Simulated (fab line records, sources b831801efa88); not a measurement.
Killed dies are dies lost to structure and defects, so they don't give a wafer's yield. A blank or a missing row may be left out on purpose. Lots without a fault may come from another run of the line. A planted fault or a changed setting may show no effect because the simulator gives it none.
fab line records | flow sky130
record lots=7 wafers=21 last_day=50
route steps=708 shown SONOS_ONO@186 GATE_OXIDE@187 PAD_OPEN@708
lots that met no fault: from a run of the same line without faults
start_h: hours from the record's first day to the start of the lot's first wafer shown | wait_h: hours since the lot's step before | " the same as in the row above | L1.1+2: a row that stands for several wafers | - no value, or no start given | * or withheld: withheld | < > ~ a bound
route shown NAME@n: a module of which the file shows steps, and the number in the route of the first | usual: mean/standard deviation of fault-free wafers | same: alike in all rows | chamber/n: place in a boat | sites: the reading at each site | _std_site: their standard deviation | _edge_site: outer sites' mean less inner sites' | radius_mm: how far each site lies from the wafer's centre | mask NAME#n: copy n | behind: the tool/chamber that last shaped the wafer | hold: why the lot was held/for how many hours/how that ended | device: the transistor (n, p or np) that didn't switch | end of line: the same wafers' tests at the end of the route | a step without rows: its recipe alone | killed: dies lost to structure and defects at the first sort, not the wafer's yield | map: a wafer's dies, x killed, . not, _ none there
set.NAME: the setting as run; set.NAME@STEP: as run at that earlier step | model.NAME: the simulator's own value behind a step, which no gauge read
lots at some steps of the route; a table a step, a row a wafer
services: from which hour (start_h, from the record's first day; less than 0 if before it) a tool's chamber was out of use, for how many hours, and why
## steps
# step SKY_SONOS_ONO_WET_ETCH_18
# recipe chemistry=H3PO4 target_depth_nm=15 target=Si3N4 temp_c=160 time_s=172
# step SKY_GATE_OXIDE_CLEAN_00
# recipe chemistry=SC1/SC2 mix=1:4:20 temp_c=70 time_s=150 dry=n2_spin
# step SKY_GATE_OXIDE_OXIDATION_01
# recipe temp_c=900 ambient=O2 stabilise_s=600 purge_s=300 target_thk_a=102.68 ox_time_s=1473
# step SKY_GATE_OXIDE_THK_MEAS_02
# recipe reads=SiO2_of_GATE_OXIDE_OXIDATION_01
# usual GATE_OXIDE_OXIDATION_00_THK=10.42/0.16
# columns lot.wafer tool chamber start_h wait_h GATE_OXIDE_OXIDATION_00_THK[nm]
L795.1 film_metro-01 - 302.50 0.0 10.30
L795.5 " - " " 10.30
L795.6 " - " " 10.26
L797.2 film_metro-01 - 324.26 0.0 10.70
L797.3 " - " " 10.72
L797.4 " - " " 10.82
L802.4 film_metro-03 - 355.90 0.0 10.28
L802.5 " - " " 10.37
L802.6 " - " " 10.33
L807.3 film_metro-01 - 401.73 0.0 10.64
L807.4 " - " " 10.40
L807.5 " - " " 10.45
L808.1 film_metro-02 - 410.04 0.0 10.50
L808.4 " - " " 10.41
L808.5 " - " " 10.65
L809.1 film_metro-01 - 419.79 0.0 10.16
L809.4 " - " " 10.35
L809.6 " - " " 10.16
L815.1 film_metro-03 - 470.15 0.0 10.46
L815.3 " - " " 10.58
L815.6 " - " " 10.63
# step SKY_GATE_OXIDE_DEHYDRATE_03
# recipe temp_c=200 time_s=60
# step SKY_GATE_OXIDE_HMDS_04
# recipe prime_time_s=60 prime_temp_c=120
# step SKY_GATE_OXIDE_COAT_05
# recipe resist=NOVOLAK spin_rpm=3000 resist_thk_nm=1140
# step SKY_GATE_OXIDE_SOFTBAKE_06
# recipe temp_c=90 time_s=60 resist=NOVOLAK
# step SKY_GATE_OXIDE_EXPOSE_07
# recipe mask_id=LVOM na=0.6 source_shape=conventional sigma_outer=0.6 polarization=unpolarized target_cd_nm=600 dose_mj=170
# step SKY_GATE_OXIDE_PEB_08
# recipe temp_c=withheld time_s=* resist=NOVOLAK
# step SKY_GATE_OXIDE_DEVELOP_09
# recipe resist=NOVOLAK developer=TMAH develop_time_s=60 dev_temp_c=23
# step SKY_GATE_OXIDE_OVL_MEAS_10
# usual GATE_OXIDE_OVL=0.2/1.5
# columns lot.wafer tool chamber start_h wait_h GATE_OXIDE_OVL[nm]
L795.1 overlay-02 - 328.13 0.1 3.0
L795.5 " - " " 0.8
L795.6 " - " " 2.1
L797.2 overlay-02 - 349.66 0.1 -2.1
L797.3 " - " " -0.8
L797.4 " - " " -0.7
L802.4 overlay-01 - 384.73 0.1 -1.0
L802.5 " - " " -0.6
L802.6 " - " " -1.0
L807.3 overlay-02 - 430.47 0.1 0.7
L807.4 " - " " -0.4
L807.5 " - " " 0.6
L808.1 overlay-02 - 439.17 0.1 2.0
L808.4 " - " " 1.6
L808.5 " - " " -1.0
L809.1 overlay-02 - 449.57 0.1 2.0
L809.4 " - " " 1.5
L809.6 " - " " 0.0
L815.1 overlay-02 - 500.52 0.1 3.3
L815.3 " - " " 2.2
L815.6 " - " " 3.0
# step SKY_GATE_OXIDE_IMPLANT_11
# recipe species=B energy_kev=10 dose_cm2=2.6e+12 tilt_deg=withheld
# usual beam_energy_keV=10.000/0.0033
# columns lot.wafer tool chamber start_h wait_h beam_energy_keV model.implant.rp_nm model.implant.drp_nm
L795.1 implanter-03 0 328.16 0.0 9.997 32.51 17.11
L795.5 " 0 " " 9.996 32.51 17.11
L795.6 " 0 " " 9.995 32.51 17.11
L797.2 implanter-03 0 349.72 0.0 9.999 33.67 17.11
L797.3 " 0 " " 9.997 33.67 17.11
L797.4 " 0 " " 10.000 33.67 17.11
L802.4 implanter-01 0 384.83 0.1 9.999 33.38 17.11
L802.5 " 0 " " 9.997 33.38 17.11
L802.6 " 0 " " 10.000 33.38 17.11
L807.3 implanter-01 0 430.54 0.1 11.642 38.4 19.06
L807.4 " 0 " " 11.639 38.4 19.06
L807.5 " 0 " " 11.637 38.4 19.06
L808.1 implanter-01 0 439.20 0.0 11.639 38.25 19.06
L808.4 " 0 " " 11.637 38.25 19.06
L808.5 " 0 " " 11.633 38.25 19.06
L809.1 implanter-01 0 449.60 0.0 11.645 37.91 19.06
L809.4 " 0 " " 11.639 37.91 19.06
L809.6 " 0 " " 11.643 37.91 19.06
L815.1 implanter-04 0 500.55 0.0 10.000 32.68 17.11
L815.3 " 0 " " 9.997 32.68 17.11
L815.6 " 0 " " 9.996 32.68 17.11
# step SKY_GATE_OXIDE_WET_ETCH_12
# recipe chemistry=dHF target_depth_nm=16.8 dry=n2_spin target=SiO2 dilution=100:1 temp_c=25 time_s=336
# step SKY_GATE_OXIDE_STRIP_13
# recipe chemistry=O2/N2 power_w=1400 pressure_mtorr=1500 platen_temp_c=withheld o2_flow_sccm=3000 n2_flow_sccm=300 overash_fraction=0.5
# usual drypump_motor_current_A=5.3/0.4 oes_product_au=0.716/0.0045 strip_time_to_endpoint_s=14.18/0.038
# columns lot.wafer tool chamber start_h wait_h drypump_motor_current_A oes_product_au rf_hours_counter_h strip_time_to_endpoint_s
L795.1 plasma_asher-01 0 328.42 0.0 5.1 0.711 67 14.17
L795.5 " 1 " " 5.0 0.717 - 14.14
L795.6 " 0 " " 5.0 0.715 - 14.18
L797.2 plasma_asher-01 0 349.96 0.0 5.1 0.717 69 14.18
L797.3 " 1 " " 5.0 0.715 - 14.09
L797.4 " 0 " " 5.1 0.714 - 14.10
L802.4 plasma_asher-01 1 385.04 0.0 5.0 0.718 - 14.15
L802.5 " 1 " " 5.0 0.710 - 14.14
L802.6 " 0 " " 5.1 0.706 - 14.14
L807.3 plasma_asher-03 0 430.78 0.0 6.1 0.723 - 14.21
L807.4 " 1 " " 5.4 0.713 - 14.19
L807.5 " 0 " " 6.1 0.721 - 14.23
L808.1 plasma_asher-03 1 439.46 0.0 5.3 0.715 74 14.14
L808.4 " 1 " " 5.3 0.716 - 14.17
L808.5 " 0 " " 6.1 0.718 - 14.20
L809.1 plasma_asher-01 0 449.86 0.0 5.1 0.721 1 14.21
L809.4 " 1 " " 5.0 0.719 - 14.26
L809.6 " 0 " " 5.1 0.719 - 14.24
L815.1 plasma_asher-03 0 500.82 0.0 6.1 0.709 81 14.21
L815.3 " 1 " " 5.3 0.723 - 14.22
L815.6 " 1 " " 5.3 0.724 - 14.22
# step SKY_GATE_OXIDE_TW_MEAS_14
# usual GATE_OXIDE_TW=224.4/1.2
# columns lot.wafer tool chamber start_h wait_h GATE_OXIDE_TW
L795.1 film_metro-03 - 328.52 0.1 224.5
L795.5 " - " " 224.5
L795.6 " - " " 225.0
L797.2 film_metro-03 - 350.07 0.1 225.6
L797.3 " - " " 225.3
L797.4 " - " " 223.7
L802.4 film_metro-01 - 385.13 0.1 222.9
L802.5 " - " " 223.9
L802.6 " - " " 223.3
L807.3 film_metro-01 - 430.87 0.1 233.1
L807.4 " - " " 233.2
L807.5 " - " " 232.4
L808.1 film_metro-02 - 439.56 0.1 230.9
L808.4 " - " " 230.9
L808.5 " - " " 230.6
L809.1 film_metro-02 - 449.96 0.1 231.1
L809.4 " - " " 231.1
L809.6 " - " " 231.0
L815.1 film_metro-02 - 500.92 0.1 223.3
L815.3 " - " " 223.5
L815.6 " - " " 223.8
# step SKY_GATE_OXIDE_CLEAN_15
# recipe chemistry=SC1/SC2 mix=1:4:20 temp_c=70 time_s=150 dry=n2_spin
# step SKY_PAD_OPEN_PROBE_99
# usual killed_at_M0_to_M3=44/7.3 killed_at_M4_up=3.0/1.9 killed_at_contacts=24/5 killed_at_front_end=16/4.5 killed_at_other=0.3/0.46 killed_dies=87/10 killed_open=47/8.3 killed_short=39/6.4
# same gross_dies=492 killed_at_back_side=0
# columns lot.wafer tool chamber start_h wait_h killed_at_M0_to_M3 killed_at_M4_up killed_at_contacts killed_at_front_end killed_at_other killed_dies killed_open killed_short model.etest.pfet_01v8_lvt.off_log10_a_um model.etest.pfet_01v8_lvt.vt_sat_v model.etest.pfet_01v8_lvt.vt_v model.etest.pfet_01v8_lvt.vt_long_v model.etest.pfet_01v8_hvt.vt_long_v model.etest.nfet_01v8_lvt.vt_long_v model.etest.nfet_01v8.vt_long_v model.etest.nfet_01v8_turned.vt_v
L795.1 prober-02 - 1090.13 0.1 38 4 25 9 0 76 37 39 -9.029 -0.4454 -0.5354 -0.6545 -1.117 0.4485 0.5491 0.7089
L795.5 prober-02 - 1090.33 0.2 44 0 27 13 0 84 48 36 -8.96 -0.4492 -0.5381 -0.6539 -1.119 0.4424 0.5467 0.7014
L795.6 prober-02 - 1090.38 0.2 46 0 30 17 0 93 53 40 -9.101 -0.4498 -0.5393 -0.6543 -1.117 0.4385 0.5424 0.696
L797.2 prober-02 - 1105.28 0.1 52 1 27 19 0 99 59 40 -9.229 -0.4585 -0.5455 -0.6608 -1.112 0.4313 0.5317 0.6875
L797.3 prober-02 - 1105.33 0.2 46 0 30 10 0 86 49 37 -9.105 -0.4573 -0.5442 -0.6606 -1.111 0.4324 0.5323 0.6901
L797.4 prober-02 - 1105.38 0.2 41 4 25 8 2 80 48 32 -8.894 -0.4497 -0.5394 -0.6573 -1.113 0.439 0.5399 0.6999
L802.4 prober-01 - 1127.25 0.2 54 5 22 29 0 110 58 52 -8.886 -0.4536 -0.5413 -0.6522 -1.11 0.4296 0.5295 0.6931
L802.5 prober-01 - 1127.30 0.2 45 3 34 16 0 98 52 46 -8.942 -0.4485 -0.5344 -0.6493 -1.109 0.4352 0.534 0.6969
L802.6 prober-01 - 1127.35 0.2 50 1 23 21 0 95 63 32 -8.847 -0.4465 -0.5322 -0.6503 -1.108 0.4296 0.5285 0.6885
L807.3 prober-02 - 1162.85 0.2 45 6 23 18 0 92 52 40 -8.291 -0.4059 -0.5072 -0.632 -1.139 0.4261 0.5254 0.6882
L807.4 prober-02 - 1162.90 0.2 41 5 23 12 0 81 43 38 -8.58 -0.4117 -0.5145 -0.6324 -1.141 0.4196 0.5233 0.6887
L807.5 prober-02 - 1162.95 0.2 43 1 16 13 1 74 33 41 -8.239 -0.4052 -0.5058 -0.6277 -1.142 0.4215 0.5237 0.6883
L808.1 prober-01 - 1166.23 0.1 49 4 23 14 1 91 42 49 -8.6 -0.4355 -0.5332 -0.6517 -1.105 0.4294 0.5328 0.6956
L808.4 prober-01 - 1166.38 0.2 47 0 19 20 0 86 40 46 -8.641 -0.4471 -0.542 -0.6582 -1.109 0.429 0.5298 0.6928
L808.5 prober-01 - 1166.43 0.2 41 3 32 12 0 88 48 40 -8.589 -0.4397 -0.5389 -0.6529 -1.109 0.4339 0.5346 0.691
L809.1 prober-02 - 1173.00 0.1 51 6 15 8 0 80 38 42 -8.123 -0.387 -0.4967 -0.6235 -1.113 0.4326 0.5363 0.6953
L809.4 prober-02 - 1173.15 0.2 43 2 21 20 0 86 42 44 -8.124 -0.3933 -0.5008 -0.6281 -1.116 0.4282 0.5275 0.6886
L809.6 prober-02 - 1173.25 0.2 42 3 18 19 1 83 42 41 -8.207 -0.3921 -0.4997 -0.6299 -1.113 0.4263 0.5283 0.6864
L815.1 prober-02 - 1197.68 0.1 49 4 18 14 0 85 36 49 -9.185 -0.4664 -0.5548 -0.6689 -1.097 0.4354 0.5347 0.6915
L815.3 prober-02 - 1197.78 0.2 49 4 34 18 0 105 60 45 -9.3 -0.4741 -0.5578 -0.6729 -1.099 0.4383 0.54 0.7023
L815.6 prober-02 - 1197.93 0.2 40 1 28 19 0 88 49 39 -9.373 -0.4765 -0.561 -0.676 -1.099 0.4361 0.5378 0.6921
# killed by level:class
L795.1 CONTACT:geometric_particle:open=9 VIA1:geometric_particle:open=8 CONTACT:geometric_particle:short=6 METAL2:geometric_particle:short=6 VIA3:geometric_particle:open=6 LI_CONTACT:geometric_particle:open=5 VIA2:geometric_particle:open=5 POLY_GATE:geometric_particle:short=4
L795.5 CONTACT:geometric_particle:open=11 METAL1:geometric_particle:short=8 LI_CONTACT:geometric_particle:open=7 POLY_GATE:geometric_particle:open=6 VIA2:geometric_particle:open=6 VIA1:geometric_particle:open=6 METAL2:geometric_particle:short=6 LOCAL_INTERCONNECT:geometric_particle:short=5
L795.6 CONTACT:geometric_particle:open=17 METAL1:geometric_particle:short=9 VIA3:geometric_particle:open=8 VIA2:geometric_particle:open=7 FIELD_ISO:geometric_particle:short=6 LI_CONTACT:geometric_particle:open=6 VIA1:geometric_particle:short=6 VIA1:geometric_particle:open=5
L797.2 VIA1:geometric_particle:open=14 VIA3:geometric_particle:open=12 CONTACT:geometric_particle:open=9 LI_CONTACT:geometric_particle:open=9 FIELD_ISO:geometric_particle:short=6 POLY_GATE:geometric_particle:short=6 METAL1:geometric_particle:short=6 VIA2:geometric_particle:short=6
L797.3 VIA3:geometric_particle:open=11 CONTACT:geometric_particle:short=10 LI_CONTACT:geometric_particle:open=9 VIA1:geometric_particle:open=9 METAL2:geometric_particle:short=7 VIA2:geometric_particle:open=6 CONTACT:geometric_particle:open=6 METAL1:geometric_particle:short=4
L797.4 VIA1:geometric_particle:open=9 VIA2:geometric_particle:open=9 CONTACT:geometric_particle:open=9 LI_CONTACT:geometric_particle:open=8 VIA3:geometric_particle:open=6 CONTACT:geometric_particle:short=5 METAL1:geometric_particle:short=5 METAL2:geometric_particle:short=5
L802.4 VIA1:geometric_particle:open=11 FIELD_ISO:geometric_particle:open=9 METAL3:geometric_particle:short=9 LI_CONTACT:geometric_particle:open=8 POLY_GATE:geometric_particle:short=7 CONTACT:geometric_particle:open=7 METAL1:geometric_particle:short=6 VIA2:geometric_particle:open=6
L802.5 CONTACT:geometric_particle:open=14 VIA1:geometric_particle:open=10 LI_CONTACT:geometric_particle:open=7 CONTACT:geometric_particle:short=7 VIA1:geometric_particle:short=7 VIA2:geometric_particle:open=6 FIELD_ISO:geometric_particle:short=5 FIELD_ISO:geometric_particle:open=4
L802.6 VIA1:geometric_particle:open=11 CONTACT:geometric_particle:open=10 VIA2:geometric_particle:open=9 FIELD_ISO:geometric_particle:open=8 VIA3:geometric_particle:open=8 FIELD_ISO:geometric_particle:short=5 LI_CONTACT:geometric_particle:open=5 METAL3:geometric_particle:short=5
L807.3 VIA1:geometric_particle:open=12 CONTACT:geometric_particle:open=9 VIA3:geometric_particle:open=7 FIELD_ISO:geometric_particle:open=6 VIA2:geometric_particle:open=6 METAL2:geometric_particle:short=6 LI_CONTACT:geometric_particle:open=5 FIELD_ISO:geometric_particle:short=4
L807.4 METAL1:geometric_particle:short=10 CONTACT:geometric_particle:open=9 VIA3:geometric_particle:open=8 VIA1:geometric_particle:open=6 LI_CONTACT:geometric_particle:open=6 FIELD_ISO:geometric_particle:open=5 METAL4:geometric_particle:short=4 VIA2:geometric_particle:short=4
L807.5 VIA1:geometric_particle:open=10 METAL1:geometric_particle:short=8 LI_CONTACT:geometric_particle:open=7 FIELD_ISO:geometric_particle:short=4 FIELD_ISO:geometric_particle:open=4 LI_CONTACT:geometric_particle:short=4 VIA2:geometric_particle:open=4 VIA3:geometric_particle:short=4
L808.1 METAL1:geometric_particle:short=12 VIA1:geometric_particle:open=8 LI_CONTACT:geometric_particle:open=6 VIA3:geometric_particle:open=6 POLY_GATE:geometric_particle:short=5 LOCAL_INTERCONNECT:geometric_particle:short=5 METAL2:geometric_particle:short=5 CONTACT:geometric_particle:open=4
L808.4 VIA3:geometric_particle:open=9 LI_CONTACT:geometric_particle:open=8 VIA1:geometric_particle:open=7 METAL1:geometric_particle:short=7 POLY_GATE:geometric_particle:short=6 VIA1:geometric_particle:short=6 FIELD_ISO:geometric_particle:short=5 METAL2:geometric_particle:short=5
L808.5 CONTACT:geometric_particle:open=12 LOCAL_INTERCONNECT:geometric_particle:short=10 VIA1:geometric_particle:open=7 POLY_GATE:geometric_particle:open=6 VIA2:geometric_particle:open=6 METAL1:geometric_particle:short=5 VIA3:geometric_particle:open=5 LI_CONTACT:geometric_particle:open=5
L809.1 VIA2:geometric_particle:open=9 METAL1:geometric_particle:short=9 VIA1:geometric_particle:open=8 METAL2:geometric_particle:short=8 CONTACT:geometric_particle:open=6 VIA3:geometric_particle:open=6 VIA1:geometric_particle:short=6 METAL4:geometric_particle:short=5
L809.4 CONTACT:geometric_particle:open=10 VIA1:geometric_particle:open=10 METAL2:geometric_particle:short=9 FIELD_ISO:geometric_particle:short=7 VIA1:geometric_particle:short=6 VIA2:geometric_particle:open=6 CONTACT:geometric_particle:short=5 FIELD_ISO:geometric_particle:open=4
L809.6 VIA1:geometric_particle:open=12 METAL1:geometric_particle:short=9 CONTACT:geometric_particle:open=9 FIELD_ISO:geometric_particle:open=6 POLY_GATE:geometric_particle:short=5 VIA1:geometric_particle:short=4 METAL2:geometric_particle:short=4 VIA3:geometric_particle:open=4
L815.1 METAL1:geometric_particle:short=10 METAL2:geometric_particle:short=8 VIA1:geometric_particle:open=6 VIA2:geometric_particle:open=6 CONTACT:geometric_particle:open=5 VIA1:geometric_particle:short=5 FIELD_ISO:geometric_particle:open=4 FIELD_ISO:geometric_particle:short=4
L815.3 CONTACT:geometric_particle:open=14 VIA1:geometric_particle:open=12 VIA3:geometric_particle:open=12 LI_CONTACT:geometric_particle:open=6 METAL2:geometric_particle:short=6 FIELD_ISO:geometric_particle:open=5 METAL1:geometric_particle:short=5 LOCAL_INTERCONNECT:geometric_particle:short=5
L815.6 CONTACT:geometric_particle:open=13 LI_CONTACT:geometric_particle:open=7 FIELD_ISO:geometric_particle:open=6 VIA1:geometric_particle:open=6 VIA1:geometric_particle:short=5 METAL1:geometric_particle:short=5 VIA2:geometric_particle:open=5 METAL3:geometric_particle:short=4
## services
# columns tool chamber start_h hours kind
implanter-04 - 304.79 1.0 repair
implanter-01 - 353.13 8.9 repair
plasma_asher-03 - 413.24 0.7 repair
plasma_asher-01 - 421.25 9.0 pm
plasma_asher-01 0 421.25 9.0 vent_cycle
plasma_asher-01 1 421.25 9.0 vent_cycle
implanter-03 - 426.98 1.9 repair
plasma_asher-01 0 430.25 - clean
plasma_asher-01 1 430.25 - clean
plasma_asher-01 - 436.25 4.5 repair
implanter-03 - 438.81 3.8 repair
implanter-01 - 441.96 3.6 pm
implanter-01 - 450.85 1.9 repair
implanter-03 - 464.60 4.3 pm
plasma_asher-01 - 481.38 2.2 repair
implanter-03 - 482.97 10.8 pm
## key
first_sign step=SKY_GATE_OXIDE_IMPLANT_11 reading=beam_energy_keV direction=up sigmas=99+ usual=* struck=*
effect step=SKY_GATE_OXIDE_TW_MEAS_14 reading=GATE_OXIDE_TW direction=up sigmas=6.2 usual=224.4 struck=231.6
model_effect step=SKY_GATE_OXIDE_IMPLANT_11 value=implant.rp_nm without=32.87 struck=38.19
model_effect step=SKY_PAD_OPEN_PROBE_99 value=etest.pfet_01v8_lvt.off_log10_a_um without=-9.06 struck=-8.377
met_at SKY_GATE_OXIDE_IMPLANT_11
struck_wafers L807.3,L807.4,L807.5,L808.1,L808.4,L808.5,L809.1,L809.4,L809.6
tester_left_out L807,L808,L809
onset_between 384.83 430.54
fault kind=process_parameter_drift tool=implanter-01 chamber=- onset_h=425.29 steps=SKY_GATE_OXIDE_IMPLANT_11 channel=energy_kev offset=* shape=step end_h=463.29 acts_in=* stated=*
# tester_left_out: of these lots the tester's yield and bins aren't shown, on N5 and GAA mostly nor the transistor test; their killed dies are dies lost to structure and defects alone, not to doping, threshold or leakage, so they don't give the yield
